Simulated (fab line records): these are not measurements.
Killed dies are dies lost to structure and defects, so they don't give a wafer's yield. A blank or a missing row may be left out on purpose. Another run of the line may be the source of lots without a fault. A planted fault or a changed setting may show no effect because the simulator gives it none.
The tool behind it: which one? ; flow sfq_line ; 14 lots with 42 wafers sampled at 6 steps, on a route of 325 steps

## WHAT EACH GAUGE READ, for each wafer
SFQ_I2_OVL_MEAS_918. Usual: I2_OVL 1 nm, standard deviation 6.3.
lot;measured;on;I2_OVL (nm);flag
L812;day 23 12:50;overlay-02;0 -2 0;
L813;day 24 00:38;overlay-01;5 -1 1;
L814;day 24 12:38;overlay-01;6 7 7;
L816;day 26 03:00;overlay-02;11 0 4;
L817;day 26 04:12;overlay-02;3 -1 4;
L818;day 26 07:47;overlay-01;-14 -4 -16;
L820;day 31 22:56;overlay-01;-8 -9 1;
L823;day 32 04:56;overlay-01;4 -2 -2;
L824;day 32 06:08;overlay-01;-9 -2 -14;
L831;day 32 22:57;overlay-01;-2 -6 -5;
L832;day 33 00:08;overlay-02;9 -2 -4;
L833;day 33 04:56;overlay-01;8 11 9;
L834;day 33 09:45;overlay-01;4 -2 5;
L835;day 33 12:08;overlay-02;1 4 3;

SFQ_M3_RS_MEAS_919: uses a four-point probe to measure. Usual: M3_NB_RS 0.892 ohm/sq, standard deviation 0.011.
lot;measured;on;M3_NB_RS (ohm/sq);flag
L812;day 23 13:56;film_metro-03;0.889 0.901 0.903;
L813;day 24 01:43;film_metro-02;0.884 0.877 0.880;
L814;day 24 13:43;film_metro-03;0.871 0.875 0.869;
L816;day 26 04:43;film_metro-02;0.901 0.908 0.901;
L817;day 26 05:19;film_metro-01;0.885 0.895 0.889;
L818;day 26 09:29;film_metro-03;0.873 0.874 0.880;
L820;day 32 00:02;film_metro-03;0.891 0.882 0.889;
L823;day 32 06:02;film_metro-01;0.874 0.877 0.882;
L824;day 32 07:14;film_metro-02;0.903 0.890 0.900;
L831;day 33 00:04;film_metro-01;0.896 1.351 1.340;OFF
L832;day 33 01:25;film_metro-03;0.905 0.895 0.895;
L833;day 33 06:01;film_metro-02;0.902 0.887 1.368;OFF
L834;day 33 10:52;film_metro-02;0.920 0.904 0.916;
L835;day 33 13:14;film_metro-02;0.902 0.900 0.906;

SFQ_I3_OVL_MEAS_923. Usual: I3_OVL -2 nm, standard deviation 5.6.
lot;measured;on;I3_OVL (nm);flag
L812;day 30 15:16;overlay-01;4 -1 1;
L813;day 31 02:32;overlay-02;-6 -4 -5;
L814;day 31 16:56;overlay-02;-9 -4 -4;
L816;day 34 10:56;overlay-01;0 -8 1;
L817;day 34 14:33;overlay-01;-4 -10 1;
L818;day 34 21:44;overlay-01;9 6 10;
L820;day 38 12:47;overlay-02;-3 3 -2;
L823;day 38 18:47;overlay-02;-7 -14 -2;
L824;day 38 21:47;overlay-01;0 -9 -9;
L831;day 39 15:30;overlay-02;-10 -10 -11;
L832;day 39 17:53;overlay-02;0 -2 -3;
L833;day 39 20:17;overlay-01;-2 2 2;
L834;day 40 01:01;overlay-01;0 4 2;
L835;day 40 03:05;overlay-01;-2 -7 -3;

## WHAT TOOL EACH LOT RAN ON (gives the tool, then ch and the chambers of the sampled wafers, and finally the start)
lot;SFQ_TRILAYER_I1_METRO_MEASURE_047;SFQ_TRILAYER_M3_DEP_SPUTTER_073;SFQ_TRILAYER_M3_ETCH_METAL_ETCH_078
L812;film_metro-01, day 15 07:47;pvd_sputter-06, day 23 13:50;rie_metal-02 ch 1, day 24 03:08
L813;film_metro-01, day 15 22:35;pvd_sputter-03, day 24 01:38;rie_metal-02 ch 0,1, day 24 10:20
L814;film_metro-01, day 16 16:17;pvd_sputter-03, day 24 13:38;rie_metal-02 ch 0,1, day 24 18:44
L816;film_metro-01, day 17 09:27;pvd_sputter-04, day 26 04:36;rie_metal-02 ch 0,1, day 26 12:49
L817;film_metro-01, day 17 15:39;pvd_sputter-03, day 26 05:11;rie_metal-04 ch 1, day 26 18:27
L818;film_metro-04, day 17 18:10;pvd_sputter-06, day 26 09:23;rie_metal-02 ch 0,1, day 27 03:35
L820;film_metro-02, day 18 09:27;pvd_sputter-04, day 31 23:56;rie_metal-04 ch 0,1, day 38 04:32
L823;film_metro-01, day 19 09:27;pvd_sputter-03, day 32 05:56;rie_metal-04 ch 0,1, day 38 10:32
L824;film_metro-02, day 19 16:22;pvd_sputter-06, day 32 07:08;rie_metal-01 ch 0,1, day 38 11:44
L831;film_metro-02, day 21 18:40;pvd_sputter-06, day 32 23:56;rie_metal-02 ch 0,1, day 39 06:59
L832;film_metro-02, day 22 03:16;pvd_sputter-04, day 33 01:20;rie_metal-04 ch 0,1, day 39 09:20
L833;film_metro-02, day 22 07:35;pvd_sputter-06, day 33 05:56;rie_metal-02 ch 0,1, day 39 11:44
L834;film_metro-04, day 22 21:40;pvd_sputter-04, day 33 10:44;rie_metal-04 ch 0,1, day 39 16:35
L835;film_metro-04, day 23 00:16;pvd_sputter-03, day 33 13:09;rie_metal-04 ch 0,1, day 39 18:56
- SFQ_TRILAYER_I1_METRO_MEASURE_047
- SFQ_TRILAYER_M3_DEP_SPUTTER_073: material Nb, target thk 200 nm, time 133.3 s.
- SFQ_TRILAYER_M3_ETCH_METAL_ETCH_078: etches Nb in Cl2/Ar, stops on SiO2, target depth 240 nm, time 120 s.

## WHAT THE TOOLS THEMSELVES READ (means of the sampled wafers that have a number; where no wafer has one, the mark that the record gives instead)
SFQ_TRILAYER_I1_METRO_MEASURE_047. Usual: thk_nm at 200.1 nm, with a standard deviation of 1.1.
lot;tool;thk_nm (nm);flag
L812;film_metro-01;199.8;
L813;film_metro-01;201.6;
L814;film_metro-01;201.0;
L816;film_metro-01;200.7;
L817;film_metro-01;199.9;
L818;film_metro-04;201.9;
L820;film_metro-02;198.9;
L823;film_metro-01;199.3;
L824;film_metro-02;200.9;
L831;film_metro-02;198.6;
L832;film_metro-02;198.7;
L833;film_metro-02;200.0;
L834;film_metro-04;198.5;
L835;film_metro-04;199.7;

SFQ_TRILAYER_M3_DEP_SPUTTER_073. Usual: base_pressure_pa 1.32e-06 Pa, standard deviation 9e-08; cathode_dc_power_W 2000.0 W, standard deviation 0.37; throttle_valve_pct 29.8 %, standard deviation 1.2.
lot;tool;base_pressure_pa (Pa);cathode_dc_power_W (W);throttle_valve_pct (%);flag
L812;pvd_sputter-06;1.39e-06;1999.8;29.8;
L813;pvd_sputter-03;1.24e-06;2000.2;29.4;
L814;pvd_sputter-03;1.26e-06;2000.1;29.4;
L816;pvd_sputter-04;1.39e-06;1999.7;29.1;
L817;pvd_sputter-03;1.33e-06;1999.8;29.0;
L818;pvd_sputter-06;1.26e-06;2000.1;30.4;
L820;pvd_sputter-04;1.26e-06;2000.0;29.0;
L823;pvd_sputter-03;1.26e-06;2000.1;29.2;
L824;pvd_sputter-06;1.26e-06;1999.9;30.4;
L831;pvd_sputter-06;1.35e-06;1999.7;30.7;
L832;pvd_sputter-04;1.28e-06;1999.9;29.9;
L833;pvd_sputter-06;1.32e-06;2000.2;29.6;
L834;pvd_sputter-04;1.31e-06;1999.8;29.6;
L835;pvd_sputter-03;1.42e-06;2000.1;29.7;

SFQ_TRILAYER_M3_ETCH_METAL_ETCH_078. Usual: drypump_motor_current_A 5.39 A, standard deviation 0.28; oes_product_au 0.893 a.u., standard deviation 0.0074.
lot;tool;drypump_motor_current_A (A);oes_product_au (a.u.);flag
L812;rie_metal-02;5.70;0.885;
L813;rie_metal-02;5.55;0.898;
L814;rie_metal-02;5.61;0.903;
L816;rie_metal-02;5.59;0.883;
L817;rie_metal-04;5.47;0.897;
L818;rie_metal-02;5.61;0.904;
L820;rie_metal-04;5.25;0.895;
L823;rie_metal-04;5.08;0.900;
L824;rie_metal-01;5.38;0.893;
L831;rie_metal-02;5.57;0.778;OFF
L832;rie_metal-04;5.28;0.890;
L833;rie_metal-02;5.62;0.832;OFF
L834;rie_metal-04;5.06;0.886;
L835;rie_metal-04;5.08;0.894;

## THE ANSWER, worked out from the rows above alone
Rule: take the mean of a lot's wafers that have a number; if it is more than 3 standard deviations from the usual mean, the lot is off. Also off: a lot with no number at a reading for which 4 or more lots have one. Any other lot the step has rows for is counted as sound. The gauges are gone through in route order, then the tools' own readings, and for those a lot's mean is taken as printed above. At the first step where some lot is off, the reading lying furthest off is the one used; lots without a number count as furthest.
Off: L831, L833, at SFQ_M3_RS_MEAS_919 (M3_NB_RS).
If a tool, at a process step before that reading, ran all the lots that are off and no sound lot after the first of them, it fits. The gauges at SFQ_M3_RS_MEAS_919 aren't tried: what is off there is off at SFQ_TRILAYER_M3_ETCH_METAL_ETCH_078 too, on other tools, and a gauge's error can't cause that. One fits: pvd_sputter-06 at SFQ_TRILAYER_M3_DEP_SPUTTER_073. Its last sound lot is L824 (day 32 07:08), its first lot that is off L831 (day 32 23:56): a fault that began between those two fits.

## WHAT THE SIMULATOR HAD PUT IN
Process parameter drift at SFQ_TRILAYER_M3_DEP_SPUTTER_073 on pvd_sputter-06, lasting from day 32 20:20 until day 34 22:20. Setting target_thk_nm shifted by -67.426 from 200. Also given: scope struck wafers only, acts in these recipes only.
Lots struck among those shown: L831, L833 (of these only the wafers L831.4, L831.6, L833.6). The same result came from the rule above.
